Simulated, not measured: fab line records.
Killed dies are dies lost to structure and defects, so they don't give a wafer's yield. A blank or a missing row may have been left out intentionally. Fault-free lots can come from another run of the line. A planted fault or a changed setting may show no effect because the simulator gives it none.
fab line records    flow sky130
record lots=6  wafers=18  last_day=50
route steps=708 shown POLY_GATE@227 LDD_N@237 PAD_OPEN@708
lots untouched by any fault: they come from a run of this same line in which no faults occurred
start_h: the number of hours between the record's first day and the start of the first shown wafer of the lot    wait_h: hours since the lot's step before    " repeats the value in the row above    L1.1+2: a single row standing in for several wafers    - no value, or no start given    * or withheld: withheld    < > ~ a bound
route shown NAME@n: names a module that has steps shown in the file, with the first one's number in the route    usual: mean and standard deviation over wafers with no fault    same: alike in all rows    chamber/n: place in a boat    sites: per-site readings    _std_site: their standard deviation    _edge_site: the outer-site mean with the inner-site mean subtracted    radius_mm: how far each site lies from the wafer's centre    mask NAME#n: copy n    behind: tool/chamber where the wafer was last shaped    hold: why the lot was held/for how many hours/how that ended    device: the transistor (n, p or np) that didn't switch    end of line: the same wafers' tests at the end of the route    a step with no rows: only its recipe    killed: not the wafer's yield, but the dies lost to structure and defects at the first sort    map: the dies of a wafer, with x for killed, . for not killed, _ for no die there
set.NAME: setting as actually run; set.NAME@STEP: the setting as run at that earlier step    model.NAME: the simulator's own value behind a step, which no gauge read
a table for each step, a row for each wafer; lots at some steps of the route
services: a tool's chamber out of use, with start hour (start_h, from the record's first day; less than 0 if before it), hours out, and reason
## steps
# step SKY_POLY_GATE_CD_MEAS_13
# recipe target_cd_nm=150
# usual cd_nm=149.5/1.3
lot.wafer  tool       chamber  start_h  wait_h  cd_nm
L331.2     cd_sem-02  -        369.10   -       149.8
L331.3     "          -        "        "       149.8
L331.4     "          -        "        "       148.7
L334.2     cd_sem-01  -        409.40   -       149.3
L334.3     "          -        "        "       148.3
L334.5     "          -        "        "       149.7
L337.1     cd_sem-02  -        418.14   -       147.9
L337.2     "          -        "        "       146.8
L337.6     "          -        "        "       147.7
L351.1     cd_sem-01  -        541.74   -       149.7
L351.4     "          -        "        "       150.0
L351.6     "          -        "        "       149.4
L353.2     cd_sem-02  -        553.51   -       150.5
L353.4     "          -        "        "       150.2
L353.6     "          -        "        "       151.1
L354.3     cd_sem-01  -        562.87   -       150.7
L354.4     "          -        "        "       151.9
L354.5     "          -        "        "       151.9
# step SKY_POLY_GATE_OVL_MEAS_14
# usual POLY_GATE_OVL=4/5
lot.wafer  tool        chamber  start_h  wait_h  POLY_GATE_OVL[nm]
L331.2     overlay-01  -        369.20   0.1     11
L331.3     "           -        "        "       11
L331.4     "           -        "        "       4
L334.2     overlay-01  -        409.50   0.1     -3
L334.3     "           -        "        "       -2
L334.5     "           -        "        "       -2
L337.1     overlay-01  -        418.26   0.1     1
L337.2     "           -        "        "       5
L337.6     "           -        "        "       3
L351.1     overlay-01  -        541.86   0.1     8
L351.4     "           -        "        "       7
L351.6     "           -        "        "       7
L353.2     overlay-02  -        553.61   0.1     2
L353.4     "           -        "        "       9
L353.6     "           -        "        "       5
L354.3     overlay-02  -        562.96   0.1     -2
L354.4     "           -        "        "       -6
L354.5     "           -        "        "       4
# step SKY_POLY_GATE_ETCH_15
# recipe chemistry=N2/H2  target=BARC  ion_energy_ev=200  source_w=500  bias_w=100  pressure_mtorr=30  n2_flow_sccm=100  h2_flow_sccm=200  stop_on=SiO2  time_s=118.5  target_depth_a=1100
# usual drypump_motor_current_A=5.9/0.44  oes_product_au=0.716/0.0048  throttle_valve_pct=13.213/0.0087
lot.wafer  tool         chamber  start_h  wait_h  drypump_motor_current_A  oes_product_au  rf_hours_counter_h  throttle_valve_pct
L331.2     rie_diel-03  2        369.23   0.0     6.4                      0.715           2                   13.227
L331.3     "            0        "        "       5.3                      0.725           10                  13.207
L331.4     "            3        "        "       6.0                      0.715           74                  13.198
L334.2     rie_diel-03  0        409.53   0.0     5.3                      0.718           11                  13.213
L334.3     "            1        "        "       6.2                      0.721           90                  13.229
L334.5     "            3        "        "       6.0                      0.720           -                   13.204
L337.1     rie_diel-01  3        418.29   0.0     5.7                      0.711           2                   13.213
L337.2     "            1        "        "       5.5                      0.712           11                  13.211
L337.6     "            3        "        "       5.8                      0.715           -                   13.206
L351.1     rie_diel-03  2        541.89   0.0     6.4                      0.708           6                   13.220
L351.4     "            3        "        "       5.9                      0.715           78                  13.226
L351.6     "            0        "        "       5.3                      0.713           -                   13.228
L353.2     rie_diel-01  3        553.64   0.0     5.8                      0.711           5                   13.205
L353.4     "            2        "        "       5.9                      0.712           8                   13.195
L353.6     "            3        "        "       5.8                      0.719           -                   13.236
L354.3     rie_diel-03  1        562.98   0.0     6.1                      0.721           1                   13.213
L354.4     "            0        "        "       5.3                      0.722           14                  13.219
L354.5     "            2        "        "       6.4                      0.712           -                   13.217
# step SKY_POLY_GATE_ETCH_16
# recipe stop_on=poly-Si  chemistry=CH3F/O2  target=Si3N4  source_w=400  bias_w=80  pressure_mtorr=25  ch3f_flow_sccm=40  O2_flow_sccm=30  time_s=147.5  target_depth_a=750
# usual drypump_motor_current_A=5.9/0.44  oes_product_au=0.639/0.006  throttle_valve_pct=10.535/0.0097
lot.wafer  tool         chamber  start_h  wait_h  drypump_motor_current_A  oes_product_au  rf_hours_counter_h  throttle_valve_pct
L331.2     rie_diel-03  2        369.32   0.0     6.4                      0.640           2                   10.533
L331.3     "            0        "        "       5.3                      0.637           10                  10.537
L331.4     "            3        "        "       5.9                      0.636           74                  10.535
L334.2     rie_diel-03  0        409.62   0.0     5.3                      0.650           11                  10.521
L334.3     "            1        "        "       6.2                      0.643           90                  10.524
L334.5     "            3        "        "       5.9                      0.650           -                   10.526
L337.1     rie_diel-01  3        418.38   0.0     5.7                      0.645           2                   10.549
L337.2     "            1        "        "       5.5                      0.644           11                  10.523
L337.6     "            3        "        "       5.8                      0.642           -                   10.537
L351.1     rie_diel-03  2        541.98   0.0     6.3                      0.634           6                   10.537
L351.4     "            3        "        "       5.9                      0.641           78                  10.520
L351.6     "            0        "        "       5.3                      0.639           -                   10.549
L353.2     rie_diel-01  3        553.73   0.0     5.8                      0.639           5                   10.550
L353.4     "            2        "        "       5.9                      0.634           8                   10.528
L353.6     "            3        "        "       5.8                      0.634           -                   10.543
L354.3     rie_diel-03  1        563.06   0.0     6.2                      0.641           1                   10.529
L354.4     "            0        "        "       5.3                      0.644           15                  10.558
L354.5     "            2        "        "       6.4                      0.642           -                   10.526
# step SKY_POLY_GATE_ETCH_17
# recipe target_depth_nm=180  stop_on=SiO2  over_etch_frac=0.56667  chemistry=HBr/Cl2  target=poly-Si  icp_w=400  bias_w=100  pressure_mtorr=10  HBr_flow_sccm=150  Cl2_flow_sccm=50  time_s=70.5
# usual drypump_motor_current_A=5.7/0.32  he_backside_leak_sccm=2.60/0.24  oes_product_au=0.984/0.0063  throttle_valve_pct=33.683/0.0087
lot.wafer  tool       chamber  start_h  wait_h  drypump_motor_current_A  he_backside_leak_sccm  oes_product_au  rf_hours_counter_h  throttle_valve_pct
L331.2     rie_si-02  0        369.41   0.0     6.1                      2.82                   0.992           81                  33.675
L331.3     "          3        "        "       5.8                      2.46                   0.982           0                   33.677
L331.4     "          1        "        "       5.5                      2.36                   0.985           56                  33.680
L334.2     rie_si-01  1        409.71   0.0     6.0                      2.80                   0.989           1                   33.678
L334.3     "          0        "        "       5.3                      2.42                   0.972           6                   33.681
L334.5     "          3        "        "       5.5                      2.68                   0.985           -                   33.659
L337.1     rie_si-01  3        418.47   0.0     5.5                      2.88                   0.985           17                  33.686
L337.2     "          2        "        "       6.2                      2.54                   0.982           1                   33.673
L337.6     "          1        "        "       6.0                      2.92                   0.977           -                   33.682
L351.1     rie_si-01  2        542.07   0.0     6.2                      2.57                   0.999           2                   33.666
L351.4     "          1        "        "       6.0                      2.81                   0.987           2                   33.682
L351.6     "          0        "        "       5.3                      2.51                   0.991           -                   33.694
L353.2     rie_si-01  2        553.82   0.0     6.2                      2.63                   0.987           2                   33.674
L353.4     "          1        "        "       6.0                      2.86                   0.989           2                   33.688
L353.6     "          0        "        "       5.3                      2.49                   0.985           -                   33.679
L354.3     rie_si-02  0        563.16   0.0     6.1                      2.63                   0.984           1                   33.670
L354.4     "          3        "        "       5.7                      2.44                   0.983           1                   33.678
L354.5     "          1        "        "       5.5                      2.28                   0.981           -                   33.679
# step SKY_POLY_GATE_STRIP_18
# recipe chemistry=O2/N2  power_w=1400  pressure_mtorr=1500  platen_temp_c=withheld  o2_flow_sccm=3000  n2_flow_sccm=300  overash_fraction=0.5
# usual drypump_motor_current_A=5.1/0.38  oes_product_au=0.360/0.0044  strip_time_to_endpoint_s=3.16/0.033
lot.wafer  tool             chamber  start_h  wait_h  drypump_motor_current_A  oes_product_au  rf_hours_counter_h  strip_time_to_endpoint_s
L331.2     plasma_asher-02  1        369.47   0.0     4.9                      0.362           50                  3.17
L331.3     "                1        "        "       4.9                      0.367           -                   3.14
L331.4     "                0        "        "       4.8                      0.358           -                   3.18
L334.2     plasma_asher-03  0        409.77   0.0     6.1                      0.359           32                  3.13
L334.3     "                1        "        "       4.9                      0.354           -                   3.16
L334.5     "                1        "        "       5.0                      0.360           -                   3.19
L337.1     plasma_asher-02  0        418.53   0.0     4.8                      0.358           57                  3.19
L337.2     "                1        "        "       4.8                      0.357           57                  3.15
L337.6     "                0        "        "       4.8                      0.354           -                   3.15
L351.1     plasma_asher-03  0        542.13   0.0     6.1                      0.364           45                  3.21
L351.4     "                1        "        "       5.0                      0.362           -                   3.18
L351.6     "                0        "        "       6.1                      0.351           -                   3.20
L353.2     plasma_asher-02  0        553.88   0.0     4.8                      0.358           70                  3.14
L353.4     "                1        "        "       4.8                      0.361           -                   3.15
L353.6     "                0        "        "       4.8                      0.362           -                   3.22
L354.3     plasma_asher-02  0        563.25   0.1     4.8                      0.365           -                   3.21
L354.4     "                1        "        "       4.9                      0.362           -                   3.19
L354.5     "                0        "        "       4.8                      0.359           -                   3.19
# step SKY_POLY_GATE_CLEAN_19
# recipe chemistry=SC1/SC2  mix=1:4:20  temp_c=70  time_s=150  dry=n2_spin
# step SKY_POLY_GATE_OXIDATION_20
# recipe temp_c=850  ambient=O2  stabilise_s=600  purge_s=300  target_thk_a=40  ox_time_s=899
# step SKY_POLY_GATE_THK_MEAS_21
# recipe reads=SiO2_of_POLY_GATE_OXIDATION_20
# usual POLY_GATE_OXIDATION_THK=4.00/0.075
lot.wafer  tool           chamber  start_h  wait_h  POLY_GATE_OXIDATION_THK[nm]
L331.2     film_metro-04  -        372.22   0.0     3.96
L331.3     "              -        "        "       4.00
L331.4     "              -        "        "       3.95
L334.2     film_metro-03  -        412.95   0.0     3.99
L334.3     "              -        "        "       3.80
L334.5     "              -        "        "       3.96
L337.1     film_metro-02  -        419.93   0.0     4.00
L337.2     "              -        "        "       4.03
L337.6     "              -        "        "       3.99
L351.1     film_metro-04  -        543.53   0.0     4.11
L351.4     "              -        "        "       3.99
L351.6     "              -        "        "       4.13
L353.2     film_metro-02  -        555.29   0.0     3.99
L353.4     "              -        "        "       3.92
L353.6     "              -        "        "       3.95
L354.3     film_metro-04  -        564.69   0.0     4.03
L354.4     "              -        "        "       3.97
L354.5     "              -        "        "       3.99
# step SKY_POLY_GATE_CD_MEAS_22
# usual cd_nm=149.9/2.1
lot.wafer  tool       chamber  start_h  wait_h  cd_nm
L331.2     cd_sem-01  -        372.30   0.1     149.3
L331.3     "          -        "        "       148.2
L331.4     "          -        "        "       148.1
L334.2     cd_sem-02  -        413.03   0.1     149.1
L334.3     "          -        "        "       147.4
L334.5     "          -        "        "       152.0
L337.1     cd_sem-02  -        419.99   0.1     149.4
L337.2     "          -        "        "       150.0
L337.6     "          -        "        "       147.5
L351.1     cd_sem-01  -        543.59   0.1     151.6
L351.4     "          -        "        "       149.8
L351.6     "          -        "        "       148.4
L353.2     cd_sem-02  -        555.37   0.1     153.8
L353.4     "          -        "        "       149.4
L353.6     "          -        "        "       151.4
L354.3     cd_sem-02  -        564.79   0.1     151.4
L354.4     "          -        "        "       155.2
L354.5     "          -        "        "       152.4
# step SKY_LDD_N_DEHYDRATE_00
# recipe temp_c=200  time_s=60
# step SKY_LDD_N_HMDS_01
# recipe prime_time_s=60  prime_temp_c=120
# step SKY_LDD_N_COAT_02
# recipe resist=NOVOLAK  spin_rpm=3000  resist_thk_nm=300
# usual resist_line_temp_C=22.98/0.11  spin_speed_rpm=2999.5/1.9
lot.wafer  tool            chamber  start_h  wait_h  resist_line_temp_C  spin_speed_rpm  model.NOVOLAK_of_LDD_N_COAT_02.thk_nm
L331.2     litho_track-01  0        386.16   0.1     22.92               2999.1          300
L331.3     "               0        "        "       23.06               2997.5          300.3
L331.4     "               0        "        "       23.12               2998.4          299.7
L334.2     litho_track-02  0        427.76   0.1     22.99               3001.3          299.7
L334.3     "               0        "        "       23.11               2998.5          298.7
L334.5     "               0        "        "       23.10               2999.5          299.6
L337.1     litho_track-04  0        434.83   0.1     22.91               2998.1          297.5
L337.2     "               0        "        "       22.98               3000.3          298.8
L337.6     "               0        "        "       23.20               3000.9          299.1
L351.1     litho_track-01  0        558.39   0.1     23.09               2831.8          310
L351.4     "               0        "        "       22.98               2828.2          310.5
L351.6     "               0        "        "       23.06               2833.9          309.1
L353.2     litho_track-01  0        569.56   0.1     22.91               2827.0          310.1
L353.4     "               0        "        "       22.92               2826.8          310.1
L353.6     "               0        "        "       22.89               2830.2          310.5
L354.3     litho_track-04  0        579.58   0.1     23.09               2999.8          299.5
L354.4     "               0        "        "       22.98               3003.8          299.5
L354.5     "               0        "        "       23.02               3003.1          299
# step SKY_LDD_N_SOFTBAKE_03
# recipe temp_c=90  time_s=60  resist=NOVOLAK
# step SKY_LDD_N_EXPOSE_04
# recipe mask_id=NTM  target_cd_nm=840  na=0.6  source_shape=conventional  sigma_outer=0.6  dose_mj=110
# step SKY_LDD_N_PEB_05
# recipe temp_c=withheld  time_s=*  resist=NOVOLAK
# step SKY_LDD_N_DEVELOP_06
# recipe develop_time_s=60  dev_temp_c=23
# usual resist_line_temp_C=23.02/0.11
lot.wafer  tool            chamber  start_h  wait_h  resist_line_temp_C  model.NOVOLAK_of_LDD_N_COAT_02.thk_nm
L331.2     litho_track-04  0        400.90   0.1     23.08               299.6
L331.3     "               0        "        "       22.94               299.9
L331.4     "               0        "        "       22.84               299.3
L334.2     litho_track-04  0        443.60   0.1     23.05               299.3
L334.3     "               0        "        "       23.09               298.3
L334.5     "               0        "        "       23.13               299.2
L337.1     litho_track-01  0        450.29   0.1     23.05               297
L337.2     "               0        "        "       23.02               298.4
L337.6     "               0        "        "       22.88               298.7
L351.1     litho_track-02  0        572.74   0.1     23.01               309.6
L351.4     "               0        "        "       22.96               310.1
L351.6     "               0        "        "       22.89               308.7
L353.2     litho_track-02  0        584.46   0.1     23.14               309.7
L353.4     "               0        "        "       23.06               309.7
L353.6     "               0        "        "       23.14               310.1
L354.3     litho_track-04  0        594.78   0.1     22.96               299.1
L354.4     "               0        "        "       23.11               299.1
L354.5     "               0        "        "       23.31               298.6
# step SKY_LDD_N_OVL_MEAS_07
# usual LDD_N_OVL=-0.7/1.5
lot.wafer  tool        chamber  start_h  wait_h  LDD_N_OVL[nm]
L331.2     overlay-01  -        401.03   0.1     -0.7
L331.3     "           -        "        "       -1.5
L331.4     "           -        "        "       -1.3
L334.2     overlay-02  -        443.73   0.1     -2.7
L334.3     "           -        "        "       -2.8
L334.5     "           -        "        "       -2.3
L337.1     overlay-01  -        450.44   0.1     0.9
L337.2     "           -        "        "       -0.4
L337.6     "           -        "        "       0.5
L351.1     overlay-02  -        572.89   0.1     -2.0
L351.4     "           -        "        "       -1.6
L351.6     "           -        "        "       -3.0
L353.2     overlay-01  -        584.59   0.1     -1.6
L353.4     "           -        "        "       -2.0
L353.6     "           -        "        "       -0.8
L354.3     overlay-01  -        594.89   0.1     -1.2
L354.4     "           -        "        "       -0.1
L354.5     "           -        "        "       -1.0
# step SKY_LDD_N_IMPLANT_08
# recipe species=As  energy_kev=20  dose_cm2=7.5e+13  tilt_deg=withheld  rotation_deg=23
# step SKY_LDD_N_IMPLANT_09
# recipe species=As  energy_kev=20  dose_cm2=7.5e+13  tilt_deg=withheld  rotation_deg=113
# step SKY_LDD_N_IMPLANT_10
# recipe species=As  energy_kev=20  dose_cm2=7.5e+13  tilt_deg=withheld  rotation_deg=203
# step SKY_LDD_N_IMPLANT_11
# recipe species=As  energy_kev=20  dose_cm2=7.5e+13  tilt_deg=withheld  rotation_deg=293
# step SKY_LDD_N_IMPLANT_12
# recipe species=BF2  energy_kev=50  dose_cm2=5e+12  tilt_deg=30  rotation_deg=0
# step SKY_LDD_N_IMPLANT_13
# recipe species=BF2  energy_kev=50  dose_cm2=5e+12  tilt_deg=30  rotation_deg=90
# step SKY_LDD_N_IMPLANT_14
# recipe species=BF2  energy_kev=50  dose_cm2=5e+12  tilt_deg=30  rotation_deg=180
# step SKY_LDD_N_IMPLANT_15
# recipe species=BF2  energy_kev=50  dose_cm2=5e+12  tilt_deg=30  rotation_deg=270
# step SKY_LDD_N_STRIP_16
# recipe chemistry=O2/N2  power_w=1400  pressure_mtorr=1500  platen_temp_c=withheld  o2_flow_sccm=3000  n2_flow_sccm=300  overash_fraction=0.5
# usual drypump_motor_current_A=5.4/0.39  oes_product_au=0.406/0.0045  strip_time_to_endpoint_s=4.313/0.016
lot.wafer  tool             chamber  start_h  wait_h  drypump_motor_current_A  oes_product_au  rf_hours_counter_h  strip_time_to_endpoint_s
L331.2     plasma_asher-01  0        402.26   0.1     5.9                      0.410           71                  4.309
L331.3     "                1        "        "       5.7                      0.398           -                   4.329
L331.4     "                0        "        "       5.9                      0.403           -                   4.292
L334.2     plasma_asher-01  0        444.96   0.1     5.9                      0.400           75                  4.306
L334.3     "                0        "        "       5.9                      0.405           -                   4.298
L334.5     "                1        "        "       5.7                      0.408           -                   4.290
L337.1     plasma_asher-04  1        451.67   0.1     5.3                      0.401           2                   4.271
L337.2     "                0        "        "       5.4                      0.412           2                   4.286
L337.6     "                0        "        "       5.4                      0.407           -                   4.305
L351.1     plasma_asher-01  1        574.12   0.1     5.7                      0.414           88                  4.443
L351.4     "                0        "        "       5.9                      0.412           -                   4.462
L351.6     "                0        "        "       5.9                      0.414           -                   4.437
L353.2     plasma_asher-01  1        585.82   0.1     5.7                      0.412           89                  4.432
L353.4     "                1        "        "       5.7                      0.412           -                   4.443
L353.6     "                0        "        "       5.9                      0.418           -                   4.441
L354.3     plasma_asher-04  1        596.15   0.1     5.3                      0.405           -                   4.313
L354.4     "                0        "        "       5.4                      0.398           -                   4.305
L354.5     "                1        "        "       5.3                      0.406           -                   4.289
# step SKY_LDD_N_TW_MEAS_17
# usual LDD_N_TW=2584/19
lot.wafer  tool           chamber  start_h  wait_h  LDD_N_TW
L331.2     film_metro-01  -        402.37   0.1     2559
L331.3     "              -        "        "       2567
L331.4     "              -        "        "       2576
L334.2     film_metro-02  -        445.07   0.1     2577
L334.3     "              -        "        "       2584
L334.5     "              -        "        "       2592
L337.1     film_metro-02  -        451.77   0.1     2594
L337.2     "              -        "        "       2599
L337.6     "              -        "        "       2582
L351.1     film_metro-01  -        574.22   0.1     2557
L351.4     "              -        "        "       2558
L351.6     "              -        "        "       2555
L353.2     film_metro-02  -        585.93   0.1     2593
L353.4     "              -        "        "       2591
L353.6     "              -        "        "       2595
L354.3     film_metro-04  -        596.23   0.1     2576
L354.4     "              -        "        "       2580
L354.5     "              -        "        "       2577
# step SKY_PAD_OPEN_PROBE_99
# usual killed_at_M0_to_M3=43/7.5  killed_at_M4_up=3.3/1.9  killed_at_contacts=24/4.6  killed_at_front_end=16/4.9  killed_at_other=0.2/0.46  killed_dies=87/9.1  killed_open=47/7.4  killed_short=39/6.6
# same gross_dies=492  killed_at_back_side=0
lot.wafer  tool       chamber  start_h  wait_h  killed_at_M0_to_M3  killed_at_M4_up  killed_at_contacts  killed_at_front_end  killed_at_other  killed_dies  killed_open  killed_short
L337.1     prober-02  -        1106.26  0.1     31                  3                27                  30                   0                91           48           42
L337.2     prober-02  -        1106.31  0.1     47                  1                30                  14                   1                93           51           40
L337.6     prober-02  -        1106.51  0.2     62                  0                21                  17                   0                100          59           40
# killed by level:class
L337.1 CONTACT:geometric_particle:open=14 FIELD_ISO:geometric_particle:short=11 FIELD_ISO:geometric_particle:open=7 VIA1:geometric_particle:open=7 METAL2:geometric_particle:short=6 VIA3:geometric_particle:open=5 POLY_GATE:geometric_particle:short=4 SPACER:geometric_particle:open=4
L337.2 CONTACT:geometric_particle:open=11 VIA2:geometric_particle:open=8 VIA3:geometric_particle:open=7 CONTACT:geometric_particle:short=6 METAL1:geometric_particle:short=6 FIELD_ISO:geometric_particle:open=5 LI_CONTACT:geometric_particle:open=5 METAL2:geometric_particle:short=5
L337.6 VIA1:geometric_particle:open=16 VIA2:geometric_particle:open=10 METAL2:geometric_particle:short=8 CONTACT:geometric_particle:open=7 LOCAL_INTERCONNECT:geometric_particle:short=6 METAL1:geometric_particle:short=6 VIA3:geometric_particle:open=6 FIELD_ISO:geometric_particle:short=5
## services
tool             chamber  start_h  hours  kind
rie_si-01        0        346.98   6.8    repair
rie_diel-03      -        347.26   8.2    repair
rie_diel-01      -        354.12   0.3    repair
plasma_asher-01  -        362.75   33.5   repair
plasma_asher-04  -        390.04   14.6   pm
plasma_asher-01  -        405.85   4.3    pm
rie_diel-03      -        413.24   0.6    repair
rie_diel-01      2        413.90   6.6    repair
plasma_asher-03  -        416.15   2.8    pm
plasma_asher-04  -        421.25   9.0    pm
plasma_asher-01  -        440.15   0.6    repair
rie_diel-01      2        446.86   7.6    repair
rie_diel-03      -        460.92   1.2    repair
rie_diel-01      3        474.66   8.4    repair
rie_si-01        1        477.38   14.7   repair
rie_diel-03      2        492.95   3.8    repair
rie_diel-03      2        514.29   9.0    repair
rie_diel-01      2        524.52   13.3   repair
rie_diel-03      3        530.16   6.7    repair
rie_diel-01      -        541.86   2.4    repair
plasma_asher-02  -        551.04   1.3    repair
rie_diel-01      1        578.98   6.7    repair
rie_si-01        -        579.91   1.4    repair
plasma_asher-01  -        590.03   6.1    repair
## key
first_sign step=SKY_LDD_N_COAT_02  reading=spin_speed_rpm  direction=down  sigmas=88  usual=2999.5  struck=2829.6
effect step=SKY_LDD_N_STRIP_16  reading=strip_time_to_endpoint_s  direction=up  sigmas=8.4  usual=*  struck=*
model_effect step=SKY_LDD_N_COAT_02  value=NOVOLAK_of_LDD_N_COAT_02.thk_nm  without=301.1  struck=310.1
model_effect step=SKY_LDD_N_DEVELOP_06  value=NOVOLAK_of_LDD_N_COAT_02.thk_nm  without=300.7  struck=309.6
met_at SKY_LDD_N_COAT_02
struck_wafers L351.1,L351.4,L351.6,L353.2,L353.4,L353.6
tester_left_out L351,L353
onset_between 386.16 558.39
fault kind=process_parameter_drift  tool=litho_track-01  chamber=-  onset_h=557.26  steps=SKY_LDD_N_COAT_02  channel=spin_rpm  offset=-171.07  shape=step  end_h=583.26  acts_in=these_recipes_only  stated=3000
# tester_left_out: of these lots the tester's yield and bins aren't shown, on N5 and GAA mostly nor the transistor test; their killed dies are dies lost to structure and defects alone, not to doping, threshold or leakage, so they don't give the yield
